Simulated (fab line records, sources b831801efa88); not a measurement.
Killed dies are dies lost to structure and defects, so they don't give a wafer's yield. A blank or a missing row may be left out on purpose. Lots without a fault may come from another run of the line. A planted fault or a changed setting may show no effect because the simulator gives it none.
Which tool did it? | flow sky130 | 24 lots, 72 wafers sampled, at 5 steps of a route of 708

WHAT THE GAUGES READ, wafer by wafer
SKY_NWELL_TW_MEAS_26.
lot  | measured     | on            | NWELL_2_TW
L074 | day 5 12:47  | film_metro-02 | 494 498 498
L075 | day 5 14:38  | film_metro-03 | 492 493 493
L076 | day 5 20:41  | film_metro-03 | 491 496 492
L077 | day 5 22:31  | film_metro-01 | 501 498 504
L078 | day 6 03:46  | film_metro-03 | 494 494 492
L079 | day 6 13:34  | film_metro-02 | 489 490 489
L080 | day 6 14:25  | film_metro-01 | 498 498 494
L081 | day 6 17:53  | film_metro-03 | 496 494 493
L082 | day 6 23:44  | film_metro-03 | 495 493 495
L083 | day 7 09:16  | film_metro-03 | 495 497 495
L084 | day 7 15:19  | film_metro-02 | 487 489 487
L085 | day 7 21:43  | film_metro-02 | 489 487 486
L086 | day 8 03:59  | film_metro-01 | 499 496 497
L087 | day 8 09:35  | film_metro-01 | 494 498 496
L088 | day 8 14:34  | film_metro-01 | 496 500 499
L089 | day 8 18:52  | film_metro-01 | 495 497 495
L090 | day 9 00:19  | film_metro-03 | 495 494 494
L091 | day 9 10:40  | film_metro-03 | 495 496 496
L092 | day 9 19:47  | film_metro-03 | 494 493 496
L097 | day 11 13:16 | film_metro-03 | 490 493 494
L094 | day 11 13:38 | film_metro-03 | 494 493 493
L095 | day 11 14:16 | film_metro-03 | 495 494 491
L096 | day 11 14:46 | film_metro-03 | 495 493 491
L093 | day 11 15:38 | film_metro-01 | 493 491 491

SKY_VT_ADJUST_NCORE_TW_MEAS_11.
lot  | measured     | on            | VT_ADJUST_NCORE_TW
L074 | day 8 14:34  | film_metro-03 | 220.4 219.3 219.9
L075 | day 8 16:36  | film_metro-01 | 219.8 219.7 219.5
L076 | day 8 23:54  | film_metro-04 | 219.9 221.7 220.4
L077 | day 9 01:04  | film_metro-04 | 221.2 220.2 219.3
L078 | day 9 06:59  | film_metro-04 | 219.3 220.2 219.7
L079 | day 9 22:09  | film_metro-04 | 220.0 219.7 220.1
L080 | day 9 23:20  | film_metro-04 | 219.8 220.1 218.7
L081 | day 10 04:31 | film_metro-03 | 217.3 217.4 217.6
L082 | day 10 12:53 | film_metro-01 | 219.4 219.2 217.7
L083 | day 10 22:44 | film_metro-01 | 218.8 217.6 218.0
L084 | day 11 06:22 | film_metro-01 | 216.4 216.3 216.2
L085 | day 11 12:35 | film_metro-04 | 221.4 221.9 221.2
L086 | day 11 21:39 | film_metro-01 | 216.3 216.6 218.1
L087 | day 12 02:43 | film_metro-01 | 217.6 216.1 219.4
L088 | day 12 10:59 | film_metro-01 | 216.5 218.0 217.0
L089 | day 12 12:50 | film_metro-01 | 216.4 217.8 218.2
L090 | day 12 22:59 | film_metro-03 | 218.8 218.3 217.7
L091 | day 13 10:29 | film_metro-04 | 219.7 219.4 221.2
L092 | day 13 18:58 | film_metro-03 | 217.4 217.0 217.2
L097 | day 15 19:35 | film_metro-01 | 217.6 217.1 218.0
L094 | day 15 21:19 | film_metro-01 | 218.6 217.4 217.7
L095 | day 15 21:52 | film_metro-04 | 219.7 219.8 218.4
L096 | day 15 22:33 | film_metro-04 | 220.5 219.8 219.2
L093 | day 15 23:12 | film_metro-03 | 216.6 215.5 215.9

SKY_VT_ADJUST_HVTR_CD_MEAS_07: target cd 380 nm.
lot  | measured     | on        | cd_nm (nm)
L074 | day 9 11:01  | cd_sem-02 | 382.7 379.8 382.1
L075 | day 9 12:55  | cd_sem-02 | 381.9 378.9 379.5
L076 | day 9 21:17  | cd_sem-02 | 374.5 375.4 371.9
L077 | day 9 22:50  | cd_sem-02 | 382.0 381.3 379.5
L078 | day 10 04:23 | cd_sem-01 | 379.9 383.1 380.6
L079 | day 10 20:36 | cd_sem-02 | 378.7 380.4 380.3
L080 | day 10 22:38 | cd_sem-01 | 383.3 383.8 383.0
L081 | day 11 03:01 | cd_sem-02 | 376.8 378.7 376.1
L082 | day 11 11:34 | cd_sem-02 | 376.0 373.6 377.2
L083 | day 11 21:40 | cd_sem-01 | 380.3 382.6 380.6
L084 | day 12 05:59 | cd_sem-01 | 379.3 379.1 375.5
L085 | day 12 12:16 | cd_sem-02 | 380.4 379.8 377.6
L086 | day 12 21:40 | cd_sem-01 | 379.2 379.0 379.3
L087 | day 13 03:14 | cd_sem-02 | 379.3 378.9 383.2
L088 | day 13 11:32 | cd_sem-01 | 379.5 379.2 377.6
L089 | day 13 14:01 | cd_sem-02 | 383.3 382.6 379.1
L090 | day 13 23:25 | cd_sem-01 | 375.8 378.7 376.6
L091 | day 14 11:37 | cd_sem-02 | 379.3 377.6 376.2
L092 | day 14 20:48 | cd_sem-01 | 376.8 377.5 375.9
L097 | day 16 23:08 | cd_sem-02 | 377.8 379.7 377.7
L094 | day 17 00:37 | cd_sem-02 | 380.4 379.3 381.1
L095 | day 17 00:59 | cd_sem-02 | 380.2 378.9 377.6
L096 | day 17 02:19 | cd_sem-02 | 379.1 378.0 380.5
L093 | day 17 02:44 | cd_sem-02 | 377.1 377.7 379.9

SKY_SONOS_ONO_OVL_MEAS_14.
lot  | measured     | on         | SONOS_ONO_OVL (nm)
L074 | day 12 14:07 | overlay-02 | -0.1 0.6 0.4
L075 | day 12 17:02 | overlay-01 | 0.1 -0.3 2.0
L076 | day 13 00:52 | overlay-01 | 0.1 -0.8 3.1
L077 | day 13 04:43 | overlay-02 | 0.2 2.9 1.7
L078 | day 13 10:25 | overlay-02 | 0.3 -1.8 2.0
L079 | day 14 03:49 | overlay-02 | 0.3 1.5 0.8
L080 | day 14 05:13 | overlay-01 | -2.1 -1.8 1.7
L081 | day 14 15:16 | overlay-02 | 0.2 -0.2 0.5
L082 | day 14 21:37 | overlay-01 | 1.6 1.3 1.4
L083 | day 15 12:04 | overlay-01 | -1.0 1.7 0.4
L084 | day 15 20:09 | overlay-02 | -0.3 0.8 1.5
L085 | day 15 23:19 | overlay-01 | 3.6 1.8 2.1
L086 | day 16 10:47 | overlay-01 | 1.1 2.4 2.1
L087 | day 16 16:43 | overlay-02 | 1.0 0.2 0.4
L088 | day 17 01:24 | overlay-02 | 0.6 2.1 1.1
L089 | day 17 08:10 | overlay-01 | 2.0 1.3 1.0
L090 | day 17 16:00 | overlay-02 | 0.4 2.4 2.1
L091 | day 18 07:25 | overlay-01 | 4.1 3.8 3.3
L092 | day 18 17:56 | overlay-02 | 2.3 3.8 2.4
L097 | day 20 21:58 | overlay-01 | 0.3 1.3 0.9
L094 | day 21 00:46 | overlay-02 | 2.5 3.3 2.3
L095 | day 21 03:55 | overlay-01 | -0.3 0.4 0.9
L096 | day 21 06:01 | overlay-02 | 0.9 -0.3 0.3
L093 | day 21 04:14 | overlay-02 | 0.9 3.2 0.8

WHICH TOOL RAN EACH LOT (tool, then ch and the chambers of the sampled wafers, then the start)
lot  | SKY_NWELL_RTA_28
L074 | rtp_anneal-01 ch 0, day 5 12:55
L075 | rtp_anneal-02 ch 0, day 5 14:46
L076 | rtp_anneal-01 ch 0, day 5 20:48
L077 | rtp_anneal-01 ch 0, day 5 22:37
L078 | rtp_anneal-02 ch 0, day 6 03:53
L079 | rtp_anneal-01 ch 0, day 6 13:41
L080 | rtp_anneal-02 ch 0, day 6 14:35
L081 | rtp_anneal-01 ch 0, day 6 18:03
L082 | rtp_anneal-01 ch 0, day 6 23:52
L083 | rtp_anneal-01 ch 0, day 7 09:23
L084 | rtp_anneal-02 ch 0, day 7 15:26
L085 | rtp_anneal-01 ch 0, day 7 21:50
L086 | rtp_anneal-01 ch 0, day 8 04:06
L087 | rtp_anneal-01 ch 0, day 8 09:42
L088 | rtp_anneal-02 ch 0, day 8 14:41
L089 | rtp_anneal-01 ch 0, day 8 18:58
L090 | rtp_anneal-02 ch 0, day 9 00:26
L091 | rtp_anneal-01 ch 0, day 9 10:47
L092 | rtp_anneal-02 ch 0, day 9 19:55
L097 | rtp_anneal-02 ch 0, day 11 13:22
L094 | rtp_anneal-01 ch 0, day 11 13:46
L095 | rtp_anneal-02 ch 0, day 11 14:22
L096 | rtp_anneal-01 ch 0, day 11 14:54
L093 | rtp_anneal-02 ch 0, day 11 15:46
- SKY_NWELL_RTA_28: time 30 s.

WHAT THE TOOLS THEMSELVES READ (means of the sampled wafers that have a number; where no wafer has one, the mark that the record gives instead)
SKY_NWELL_RTA_28.
lot  | tool          | lamp_power_pct (%) | wafer_temp_C_max
L074 | rtp_anneal-01 | 25.29              | 1055.2
L075 | rtp_anneal-02 | 25.30              | 1054.2
L076 | rtp_anneal-01 | 25.31              | 1053.6
L077 | rtp_anneal-01 | 25.25              | 1054.8
L078 | rtp_anneal-02 | 25.36              | 1054.8
L079 | rtp_anneal-01 | 25.31              | 1054.8
L080 | rtp_anneal-02 | 25.35              | 1054.5
L081 | rtp_anneal-01 | 25.23              | 1054.5
L082 | rtp_anneal-01 | 25.34              | 1056.0
L083 | rtp_anneal-01 | 25.29              | 1055.0
L084 | rtp_anneal-02 | 25.32              | 1054.5
L085 | rtp_anneal-01 | 25.31              | 1054.4
L086 | rtp_anneal-01 | 25.30              | 1054.6
L087 | rtp_anneal-01 | 25.37              | 1055.2
L088 | rtp_anneal-02 | 25.34              | 1055.6
L089 | rtp_anneal-01 | 25.33              | 1054.2
L090 | rtp_anneal-02 | 25.31              | 1056.2
L091 | rtp_anneal-01 | 25.35              | 1054.7
L092 | rtp_anneal-02 | 25.31              | 1054.0
L097 | rtp_anneal-02 | 25.29              | 1055.0
L094 | rtp_anneal-01 | 25.27              | 1054.6
L095 | rtp_anneal-02 | 25.32              | 1054.5
L096 | rtp_anneal-01 | 25.37              | 1054.2
L093 | rtp_anneal-02 | 25.37              | 1054.9

THE ANSWER, worked out from the rows above alone
Rule: what is usual is taken from the lots themselves. Put in order of their means at a reading, lots are off if they are a third of the lots or fewer, leave a main group of 4 or more, and stand apart from it by a gap of 3 or more times the standard deviation of the main group's means; of several such gaps the widest counts. A main group whose means are all the same, to the digits that the tables above print for the reading, isn't used. A lot without any number at a reading at which 4 lots or more have one is off too. The other lots that the step has rows for count as sound. The gauges are gone through in route order, then the tools' own readings, and for those a lot's mean is taken as printed above. The first step at which some lot is off is used, and at that step the reading that is off furthest; a lot without a number counts as furthest.
No lot is off at any reading shown: from this, nothing can be told.

WHAT THE SIMULATOR HAD PUT IN
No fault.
